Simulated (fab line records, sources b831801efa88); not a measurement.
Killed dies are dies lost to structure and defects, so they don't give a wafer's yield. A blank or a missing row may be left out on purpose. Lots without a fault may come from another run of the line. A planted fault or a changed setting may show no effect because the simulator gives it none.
Which tool did it? | flow sky130 | 12 lots, 36 wafers sampled, at 5 steps of a route of 708

WHAT THE GAUGES READ, wafer by wafer
SKY_VT_ADJUST_LVTN_TW_MEAS_21. Usual: VT_ADJUST_LVTN_2_TW 188.4, standard deviation 0.98.
lot  | measured     | on            | VT_ADJUST_LVTN_2_TW | flag
L423 | day 7 14:22  | film_metro-04 | 189.6 189.8 188.7   |
L424 | day 8 00:52  | film_metro-04 | 189.5 188.5 189.2   |
L425 | day 8 07:04  | film_metro-02 | 187.6 186.7 186.8   |
L429 | day 9 08:28  | film_metro-04 | 187.9 187.8 188.4   |
L430 | day 9 15:22  | film_metro-04 | 188.8 187.9 188.8   |
L432 | day 10 08:17 | film_metro-03 | 187.6 189.3 188.7   |
L436 | day 11 07:19 | film_metro-02 | 187.6 188.4 187.9   |
L437 | day 11 12:47 | film_metro-04 | 187.8 188.0 189.4   |
L438 | day 11 21:41 | film_metro-02 | 189.0 188.9 189.4   |
L440 | day 12 22:44 | film_metro-02 | 188.6 187.5 187.8   |
L442 | day 13 01:15 | film_metro-03 | 188.8 190.3 189.5   |
L445 | day 13 22:56 | film_metro-02 | 187.1 187.1 188.1   |

SKY_LDD_LDN_TW_MEAS_13. Usual: LDD_LDN_TW 1483, standard deviation 12.
lot  | measured     | on            | LDD_LDN_TW     | flag
L423 | day 23 05:16 | film_metro-03 | 1489 1490 1490 |
L424 | day 23 09:11 | film_metro-03 | 1481 1489 1477 |
L425 | day 23 09:16 | film_metro-01 | 1460 1465 1462 |
L429 | day 25 05:39 | film_metro-04 | 1492 1496 1485 |
L430 | day 25 06:32 | film_metro-03 | 1475 1484 1476 |
L432 | day 26 06:22 | film_metro-03 | 1590 1596 1591 | OFF
L436 | day 27 11:20 | film_metro-03 | 1582 1589 1588 | OFF
L437 | day 27 12:44 | film_metro-03 | 1586 1585 1589 | OFF
L438 | day 28 02:26 | film_metro-03 | 1482 1481 1489 |
L440 | day 29 11:05 | film_metro-01 | 1467 1472 1463 |
L442 | day 29 11:59 | film_metro-04 | 1488 1489 1485 |
L445 | day 30 11:35 | film_metro-03 | 1490 1495 1502 |

WHICH TOOL RAN EACH LOT (tool, then ch and the chambers of the sampled wafers, then the start)
lot  | SKY_POLY_GATE_ETCH_17            | SKY_LDD_LDN_IMPLANT_11          | SKY_LDD_LDN_STRIP_12
L423 | rie_si-01 ch 0,1,3, day 16 16:59 | implanter-01 ch 0, day 23 05:01 | plasma_asher-02 ch 0,1, day 23 05:10
L424 | rie_si-02 ch 1,2,3, day 16 22:23 | implanter-03 ch 0, day 23 08:56 | plasma_asher-02 ch 0,1, day 23 09:05
L425 | rie_si-01 ch 1,2,3, day 16 22:28 | implanter-01 ch 0, day 23 09:02 | plasma_asher-04 ch 0,1, day 23 09:10
L429 | rie_si-02 ch 0,1,3, day 18 18:58 | implanter-04 ch 0, day 25 05:26 | plasma_asher-04 ch 0,1, day 25 05:34
L430 | rie_si-01 ch 1,3, day 18 20:34   | implanter-01 ch 0, day 25 06:17 | plasma_asher-01 ch 0,1, day 25 06:26
L432 | rie_si-01 ch 0,2,3, day 19 16:50 | implanter-03 ch 0, day 26 05:50 | plasma_asher-01 ch 0,1, day 26 06:17
L436 | rie_si-01 ch 0,1,3, day 21 00:53 | implanter-01 ch 0, day 27 10:46 | plasma_asher-04 ch 0,1, day 27 11:14
L437 | rie_si-02 ch 0,1,3, day 21 05:20 | implanter-03 ch 0, day 27 12:10 | plasma_asher-01 ch 0,1, day 27 12:38
L438 | rie_si-01 ch 0,2, day 21 19:10   | implanter-01 ch 0, day 28 02:11 | plasma_asher-01 ch 0, day 28 02:20
L440 | rie_si-01 ch 1,2,3, day 23 05:23 | implanter-03 ch 0, day 29 10:50 | plasma_asher-04 ch 0,1, day 29 10:59
L442 | rie_si-01 ch 0,1,3, day 23 06:41 | implanter-01 ch 0, day 29 11:46 | plasma_asher-02 ch 1, day 29 11:53
L445 | rie_si-02 ch 0,2,3, day 24 10:20 | implanter-03 ch 0, day 30 11:20 | plasma_asher-01 ch 0,1, day 30 11:29
- SKY_POLY_GATE_ETCH_17: etches poly-Si in HBr/Cl2, stops on SiO2, target depth 180 nm, time 70.5 s.
- SKY_LDD_LDN_IMPLANT_11
- SKY_LDD_LDN_STRIP_12: strips in O2/N2.

WHAT THE TOOLS THEMSELVES READ (means of the sampled wafers that have a number; where no wafer has one, the mark that the record gives instead)
SKY_POLY_GATE_ETCH_17. Usual: drypump_motor_current_A 5.8 A, standard deviation 0.53; oes_product_au 0.989 a.u., standard deviation 0.0067; throttle_valve_pct 33.685 %, standard deviation 0.0097.
lot  | tool      | drypump_motor_current_A (A) | oes_product_au (a.u.) | throttle_valve_pct (%) | flag
L423 | rie_si-01 | 5.7                         | 0.981                 | 33.685                 |
L424 | rie_si-02 | 5.7                         | 0.994                 | 33.690                 |
L425 | rie_si-01 | 6.2                         | 0.990                 | 33.684                 |
L429 | rie_si-02 | 5.5                         | 0.991                 | 33.692                 |
L430 | rie_si-01 | 5.9                         | 0.988                 | 33.678                 |
L432 | rie_si-01 | 5.8                         | 0.993                 | 33.685                 |
L436 | rie_si-01 | 5.7                         | 0.985                 | 33.681                 |
L437 | rie_si-02 | 5.5                         | 1.005                 | 33.675                 |
L438 | rie_si-01 | 6.1                         | 0.986                 | 33.691                 |
L440 | rie_si-01 | 6.2                         | 0.993                 | 33.681                 |
L442 | rie_si-01 | 5.7                         | 0.989                 | 33.683                 |
L445 | rie_si-02 | 5.7                         | 0.994                 | 33.680                 |

SKY_LDD_LDN_IMPLANT_11. Usual: beam_on_s 10.00 s, standard deviation 0.19; rotation_deg 293.01 degrees, standard deviation 0.077.
lot  | tool         | beam_on_s (s) | rotation_deg (degrees) | flag
L423 | implanter-01 | 9.94          | 292.88                 |
L424 | implanter-03 | 10.20         | 292.91                 |
L425 | implanter-01 | 9.94          | 292.92                 |
L429 | implanter-04 | 9.94          | 293.02                 |
L430 | implanter-01 | 9.98          | 293.06                 |
L432 | implanter-03 | 10.13         | 293.03                 |
L436 | implanter-01 | 10.06         | 293.06                 |
L437 | implanter-03 | 10.04         | 293.02                 |
L438 | implanter-01 | 10.17         | 292.97                 |
L440 | implanter-03 | 10.01         | 293.01                 |
L442 | implanter-01 | 10.10         | 293.02                 |
L445 | implanter-03 | 10.11         | 293.08                 |

SKY_LDD_LDN_STRIP_12. Usual: drypump_motor_current_A 5.9 A, standard deviation 0.36; oes_product_au 0.716 a.u., standard deviation 0.0042; strip_time_to_endpoint_s 14.19 s, standard deviation 0.035.
lot  | tool            | drypump_motor_current_A (A) | oes_product_au (a.u.) | strip_time_to_endpoint_s (s) | flag
L423 | plasma_asher-02 | 6.0                         | 0.715                 | 14.17                        |
L424 | plasma_asher-02 | 6.0                         | 0.714                 | 14.24                        |
L425 | plasma_asher-04 | 6.2                         | 0.718                 | 14.21                        |
L429 | plasma_asher-04 | 6.2                         | 0.712                 | 14.16                        |
L430 | plasma_asher-01 | 5.4                         | 0.711                 | 14.18                        |
L432 | plasma_asher-01 | 5.4                         | 0.721                 | 14.20                        |
L436 | plasma_asher-04 | 6.0                         | 0.715                 | 14.18                        |
L437 | plasma_asher-01 | 5.7                         | 0.714                 | 14.19                        |
L438 | plasma_asher-01 | 5.1                         | 0.714                 | 14.16                        |
L440 | plasma_asher-04 | 6.2                         | 0.717                 | 14.18                        |
L442 | plasma_asher-02 | 6.1                         | 0.717                 | 14.13                        |
L445 | plasma_asher-01 | 5.4                         | 0.716                 | 14.12                        |

THE ANSWER, worked out from the rows above alone
Rule: a lot is off if the mean of its wafers that have a number lies more than 3 standard deviations from the usual mean. A lot without any number at a reading at which 4 lots or more have one is off too. The other lots that the step has rows for count as sound. The gauges are gone through in route order, then the tools' own readings, and for those a lot's mean is taken as printed above. The first step at which some lot is off is used, and at that step the reading that is off furthest; a lot without a number counts as furthest.
Off: L432, L436, L437, at SKY_LDD_LDN_TW_MEAS_13 (LDD_LDN_TW).
A tool fits if, at a process step before that reading, it ran every lot that is off, and no sound lot after the first of them. The gauges at SKY_LDD_LDN_TW_MEAS_13 are tried like those tools. None of those tried fits.

WHAT THE SIMULATOR HAD PUT IN
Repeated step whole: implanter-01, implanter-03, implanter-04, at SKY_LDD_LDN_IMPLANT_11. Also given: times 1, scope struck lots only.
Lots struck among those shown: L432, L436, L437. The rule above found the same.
